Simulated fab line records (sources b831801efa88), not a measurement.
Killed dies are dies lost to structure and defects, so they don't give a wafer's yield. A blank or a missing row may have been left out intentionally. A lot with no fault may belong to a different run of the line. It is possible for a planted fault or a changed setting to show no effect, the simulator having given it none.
The tool behind it: which one? / flow sfq_line / Sampling: 7 lots, 21 wafers, 2 of 325 route steps

WHAT THE GAUGES SHOWED, per wafer
SFQ_I0_BOW_MEAS_907.
lot=L741; measured=day 14 11:49; on=film_metro-01; I0_BOW (um)=-10 -2 3
lot=L743; measured=day 15 10:26; on=film_metro-02; I0_BOW (um)=6 11 6
lot=L747; measured=day 16 16:46; on=film_metro-02; I0_BOW (um)=9 -1 -8
lot=L749; measured=day 17 06:16; on=film_metro-02; I0_BOW (um)=7 -2 4
lot=L751; measured=day 17 14:22; on=film_metro-02; I0_BOW (um)=5 0 -13 - - -
lot=L753; measured=day 18 04:53; on=film_metro-01; I0_BOW (um)=-14 -10 -17
lot=L761; measured=day 20 20:29; on=film_metro-02; I0_BOW (um)=6 4 5

EACH LOT AND THE TOOL THAT RAN IT (in order: tool; ch and the chambers of the sampled wafers; start)
lot=L741; SFQ_TRILAYER_I0_CMP_CMP_028=cmp-01 ch 0,1,3, day 14 08:48
lot=L743; SFQ_TRILAYER_I0_CMP_CMP_028=cmp-02 ch 1,2,3, day 15 07:26
lot=L747; SFQ_TRILAYER_I0_CMP_CMP_028=cmp-02 ch 1,2,3, day 16 14:43
lot=L749; SFQ_TRILAYER_I0_CMP_CMP_028=cmp-02 ch 0,1,3, day 17 03:43
lot=L751; SFQ_TRILAYER_I0_CMP_CMP_028=cmp-02 ch 2,3, day 17 11:52
lot=L753; SFQ_TRILAYER_I0_CMP_CMP_028=cmp-01 ch 0,1,2, day 18 01:52
lot=L761; SFQ_TRILAYER_I0_CMP_CMP_028=cmp-01 ch 2,3, day 20 17:59
- SFQ_TRILAYER_I0_CMP_CMP_028: polishes SiO2.

THE ANSWER, worked out from the rows above alone
Rule: the usual values come from the lots themselves. The widest of any qualifying gaps counts: lots, ordered by their means at a reading, are off when they make up no more than a third of the lots, leave a main group of 4 or more, and stand apart from it by 3 or more times the standard deviation of that group's means. If all means in a main group match to the digits the tables above print for the reading, that group is not used. Also off: a lot with no number at a reading for which 4 or more lots have one. Any other lot the step has rows for is counted as sound.
No lot is off at any reading shown: from this, nothing can be told.

WHAT HAD BEEN PUT IN BY THE SIMULATOR
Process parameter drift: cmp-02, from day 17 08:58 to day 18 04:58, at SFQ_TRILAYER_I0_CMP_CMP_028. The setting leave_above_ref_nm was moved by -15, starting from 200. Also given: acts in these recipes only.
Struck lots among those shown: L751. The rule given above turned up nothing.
